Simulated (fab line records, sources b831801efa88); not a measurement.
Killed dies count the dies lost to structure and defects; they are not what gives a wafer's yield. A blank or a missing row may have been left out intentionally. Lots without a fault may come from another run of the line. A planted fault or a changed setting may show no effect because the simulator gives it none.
A struck lot beside a sound one / flow sky130 / 15 out of 708 route steps
Sound: wafers L987.1, L987.2, L987.5. Struck: wafer L994.1 (L994.3, L994.5, from the same lot, were not struck and are left out); the cause is given at the end.
At each step with rows: each side's tool, then ch and its chambers, then its first start. Under that, the readings that differ: sound wafers / struck wafers / difference of the means / sigmas: that difference in standard deviations of wafers without a fault.
alike: readings whose means differ by less than 2 such deviations, and words and numbers that are the same on both sides. not compared: withheld readings, readings that some wafer has no value for, bounds like >300 that may hide the same value, and numbers for which the record gives no deviation and whose values overlap.
The two part at a step that has a row with sigmas, a row that says differs or no value, or rows on one side only. When numbers do not overlap yet have no deviation, they are printed without sigmas and do not part them. Lack of a reading on every wafer of one side parts them only where that side has two or more wafers.

first, 3 steps without rows for these wafers: SKY_LDD_N_EXPOSE_04 (exposes mask NTM, target cd 840 nm); SKY_LDD_N_PEB_05; SKY_LDD_N_DEVELOP_06 (develop time 60 s).
SKY_LDD_N_OVL_MEAS_07:
  sound on overlay-01, day 20 02:34; struck on overlay-01, day 23 00:49
  alike: LDD_N_OVL
then, 8 steps without rows for these wafers: SKY_LDD_N_IMPLANT_08; SKY_LDD_N_IMPLANT_09; SKY_LDD_N_IMPLANT_10; SKY_LDD_N_IMPLANT_11; SKY_LDD_N_IMPLANT_12; SKY_LDD_N_IMPLANT_13; SKY_LDD_N_IMPLANT_14; SKY_LDD_N_IMPLANT_15.
SKY_LDD_N_STRIP_16: strips in O2/N2.
  sound on plasma asher-04 ch 0,1, day 20 03:49; struck on plasma asher-04 ch 0, day 23 02:03
reading=overash fraction; sound=0.5 0.5 0.5; struck=0.7; difference=+0.2; sigmas=
reading=strip time to endpoint s (s); sound=4.332 4.332 4.321; struck=4.287; difference=-0.041; sigmas=-3
  alike: drypump motor current A, o2 flow sccm, oes product au
  not compared: rf hours counter h
SKY_LDD_N_TW_MEAS_17:
  sound on film metro-01, day 20 03:55; struck on film metro-01, day 23 02:09
  alike: LDD_N_TW
-- record jumps: 26 days separate the struck wafers' starts on either side; left off in module LDD_N, taken up again in module PAD_OPEN, whose first shown step is the route's number 708 --
SKY_PAD_OPEN_PROBE_99:
  sound on prober-02, day 47 10:14; struck on prober-01, day 49 09:05
  alike: killed_at_M0_to_M3, killed_at_M4_up, killed at contacts, killed at front end, killed at other, killed dies, killed open, killed short

== WHERE THEY PART ==
Only at SKY_LDD_N_STRIP_16, as far as this record shows. Later steps at which nothing parts them and some readings are alike: SKY_LDD_N_TW_MEAS_17, SKY_PAD_OPEN_PROBE_99.

WHY: what the simulator had put in
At SKY_LDD_N_STRIP_16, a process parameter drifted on plasma asher-04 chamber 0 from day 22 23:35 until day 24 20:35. Setting overash fraction shifted by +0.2 from 0.5. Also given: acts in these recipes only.
